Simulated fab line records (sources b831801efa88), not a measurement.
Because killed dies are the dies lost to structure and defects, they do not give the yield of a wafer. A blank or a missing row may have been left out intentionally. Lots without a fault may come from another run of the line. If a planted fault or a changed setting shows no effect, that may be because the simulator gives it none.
Matching of chambers | flow gf180mcu | cmp-02 running GF_V4_CMP_04: 4 sister chambers
The step polishes SiO2. 14 wafers are shown with their chamber, then 7 later ones without.

== WAFERS, EACH WITH ITS CHAMBER ==
wafer  | chamber | motorCurrentA (A) | timeToEndpointS (s)
L205.3 | 0       | 13.0              | 69
L205.4 | 1       | 10.4              | 73
L205.5 | 1       | 9.8               | 76
L206.2 | 0       | 13.6              | 68
L206.3 | 1       | 10.0              | 69
L206.6 | 0       | 14.0              | 73
L207.1 | 2       | 13.9              | 74
L207.2 | 3       | 11.8              | 79
L207.4 | 0       | 12.9              | 78
L208.1 | 1       | 10.0              | 78
L208.4 | 2       | 14.0              | 90
L208.5 | 3       | 12.0              | 89
L210.1 | 1       | 10.0              | 79
L210.5 | 0       | 13.1              | 80

SIGNATURES, as means of the wafers listed above
reading         | chamber 0 | chamber 1 | chamber 2 | chamber 3 | scatter within a chamber
motorCurrentA   | 13.320    | 10.040    | 13.950    | 11.900    | 0.329
timeToEndpointS | 73.60     | 75.00     | 82.00     | 84.00     | 5.98
Rule: a wafer's distance from a chamber is the root of the sum, over the readings, of the square of ((its reading less the chamber's mean) divided by the reading's scatter). The wafer belongs to the nearest chamber; if the next one is less than 2 further off, it can't be placed. The scatter is the square root of a quotient: the sum, over the shown wafers, of each reading's squared deviation from its chamber's mean, divided by wafers minus chambers.

== WAFERS WITH NO CHAMBER GIVEN ==
wafer  | motorCurrentA (A) | timeToEndpointS (s)
L210.6 | 9.8               | 86
L220.1 | 14.6              | 72
L220.5 | 10.3              | 74
L220.6 | 14.3              | 71
L222.1 | 14.0              | 85
L222.3 | 13.4              | 88
L222.5 | 12.6              | 89

== THE CHAMBER EACH PASSED THROUGH ==
wafer  | from the rows above          | in truth
L210.6 | 1                            | 1
L220.1 | can't be placed: 2 or 0      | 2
L220.5 | 1                            | 1
L220.6 | can't be placed: 2 or 0      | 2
L222.1 | 2                            | 2
L222.3 | can't be placed: 2 or 0      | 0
L222.5 | can't be placed: 3 or 0 or 2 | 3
Placed correctly: 3 of 7. From these rows, 4 cannot be placed; in 4 the true chamber is one of the candidates. Placed wrongly: 0.
